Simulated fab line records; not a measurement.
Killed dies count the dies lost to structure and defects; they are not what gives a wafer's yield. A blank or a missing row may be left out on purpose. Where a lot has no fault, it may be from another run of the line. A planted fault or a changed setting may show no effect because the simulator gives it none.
Comparing a struck lot with a sound one -- flow gf180mcu -- 32 steps out of a route of 602
Sound: wafers L669.1, L669.2, L669.6. Struck: wafers L680.4, L680.5, L680.6. The cause is given at the end.
At each step with rows: each side's tool, then ch and its chambers, then its first start. Under that, the readings that differ: sound wafers -- struck wafers -- difference of the means -- sigmas: that difference in standard deviations of wafers without a fault.
alike: a reading whose means differ by less than 2 such deviations, as well as words and numbers matching on both sides. not compared: withheld readings; readings where some wafer has no value; bounds like >300 that might hide an equal value; numbers whose values overlap and for which the record gives no deviation.
A row with sigmas, a row that says differs or no value, or rows on one side alone: a step with any of these is where the two part. Non-overlapping numbers with no deviation appear without sigmas and do not part them. A reading that every wafer of one side lacks parts them only if that side has two wafers or more.

GF_SAB_ETCH_11: etches SiO2 in C4F8/O2/Ar, target depth 55 nm, time 8.5 s.
  sound on rie_diel-04 ch 0,2, day 16 03:12; struck on rie_diel-02 ch 0,1,2, day 20 01:32
  alike: oes_product_au
  not compared: rf_hours_counter_h
then, 6 steps without rows for these wafers: GF_SAB_WET_ETCH_12 (etches SiO2 in dHF, target depth 22 nm, time 440 s); GF_SAB_STRIP_13 (strips in O2/N2); GF_SALICIDE_CLEAN_00 (cleans in SC1/SC2, time 150 s); GF_SALICIDE_WET_ETCH_01 (etches SiO2 in dHF, target depth 5 nm, time 100 s); GF_SALICIDE_SPUTTER_02 (material Co, target thk 10 nm, time 20 s); GF_SALICIDE_SPUTTER_03 (material TiN, target thk 20 nm, time 16.7 s).
GF_SALICIDE_RS_MEAS_04: a four-point-probe measurement.
  sound on film_metro-01 at day 16 03:39; struck on film_metro-03 at day 20 02:00
  alike: SALICIDE_TIN_RS
GF_SALICIDE_THK_MEAS_05: measures by xrf.
  sound on film_metro-01 at day 16 03:46; struck on film_metro-03 at day 20 02:05
  alike: SALICIDE_TIN_THK
then, 2 steps without rows for these wafers: GF_SALICIDE_RTA_06 (time 30 s); GF_SALICIDE_WET_ETCH_07 (etches the open film in SPM, target depth 120 nm).
GF_SALICIDE_RTA_08: time 30 s.
  sound on rtp_anneal-01 ch 0, day 16 04:01; struck on rtp_anneal-02 ch 0, day 20 02:22
reading,sound,struck,difference,sigmas
lamp_power_pct (%),14.0 14.0 14.0,16.0 16.0 16.0,+2.0,+2
  alike: wafer_temp_C_max
GF_CONTACT_CVD_00: deposits SiO2, target thk 300 nm, time 50 s.
  sound on hdpcvd-01 ch 0,1, day 16 04:07; struck on hdpcvd-01 ch 0,1,2, day 20 02:26
reading,sound,struck,difference,sigmas
sih4_flow_sccm (sccm),60.07 60.16 60.08,50.97 51.01 51.23,-9.03,-50
model.SiO2_of_CONTACT_CVD_00.thk_nm (nm),298.7 299 295.6,256.6 258.2 253.9,-41.5,
GF_CONTACT_THK_MEAS_01:
  sound on film_metro-03 at day 16 04:10; struck on film_metro-01 at day 20 02:29
reading,sound,struck,difference,sigmas
CONTACT_CVD_00_THK (nm),299 299 296,257 258 254,-42,-13
GF_CONTACT_CVD_02: deposits SiO2 from TEOS, target thk 860 nm, time 95.992 s.
  sound on pecvd-04 ch 0,1, day 16 04:13; struck on pecvd-04 ch 0,1,2, day 20 02:34
  alike: heater_power_w
GF_CONTACT_THK_MEAS_03:
  sound on film_metro-01 at day 16 04:17; struck on film_metro-03 at day 20 02:37
  alike: CONTACT_CVD_02_THK
GF_CONTACT_CMP_04: polishes SiO2.
  sound on cmp-01 ch 2,3, day 16 04:21; struck on cmp-02 ch 0,1, day 20 02:39
  alike: head_pressure_psi, motor_current_A
GF_CONTACT_BOW_MEAS_05:
  sound on film_metro-04 at day 16 04:39; struck on film_metro-04 at day 20 03:01
  alike: CONTACT_BOW
then, 8 steps without rows for these wafers: GF_CONTACT_DEHYDRATE_06 (time 60 s); GF_CONTACT_HMDS_07 (prime time 60 s); GF_CONTACT_COAT_08; GF_CONTACT_COAT_09 (resist thk 1000 nm); GF_CONTACT_SOFTBAKE_10 (time 60 s); GF_CONTACT_EXPOSE_11 (exposes mask Contact, target cd 220 nm); GF_CONTACT_PEB_12 (peb time 90 s); GF_CONTACT_DEVELOP_13 (develop time 60 s).
GF_CONTACT_CD_MEAS_14 targets a cd of 220 nm.
  sound on cd_sem-01 at day 17 03:21; struck on cd_sem-02 at day 21 02:42
  alike: cd_nm
GF_CONTACT_OVL_MEAS_15:
  sound on overlay-02 at day 17 03:28; struck on overlay-02 at day 21 02:47
  alike: CONTACT_OVL
GF_CONTACT_ETCH_16: etches BARC in N2/H2.
  sound on rie_diel-01 ch 0,3, day 17 03:30; struck on rie_diel-03 ch 0,2,3, day 21 02:49
  alike: drypump_motor_current_A, oes_product_au, throttle_valve_pct
GF_CONTACT_ETCH_17: etches SiO2 in C4F8/O2/Ar, stops on CoSi2, target depth 860 nm.
  sound: rie_diel-01 ch 0,3; struck: rie_diel-03 ch 0,2,3
reading,sound,struck,difference,sigmas
oes_product_au (a.u.),0.805 0.820 0.816,0.790 0.797 0.797,-0.019,-4
model.CONTACT.feature_depth_nm (nm),856.8 858.3 855.3,817.3 821.1 815.6,-38.8,
model.etch.depth_nm (nm),856.8 858.3 855.3,817.3 821.1 815.6,-38.8,
then, 1 step without rows for these wafers: GF_CONTACT_STRIP_18 (strips in O2/N2).
-- the record jumps here: 12 days lie between the struck wafers' starts before and after (it left off in module CONTACT and takes up again in module PASSIVATION, whose first step shown is number 602 of the route) --
GF_PASSIVATION_PROBE_99:
  only the struck wafers here have rows in the record (prober-02, day 32 21:34); the sound ones have none

## WHERE THEY PART
First at GF_SALICIDE_RTA_08; last, within this record, at GF_PASSIVATION_PROBE_99.

WHY: what the simulator had put in
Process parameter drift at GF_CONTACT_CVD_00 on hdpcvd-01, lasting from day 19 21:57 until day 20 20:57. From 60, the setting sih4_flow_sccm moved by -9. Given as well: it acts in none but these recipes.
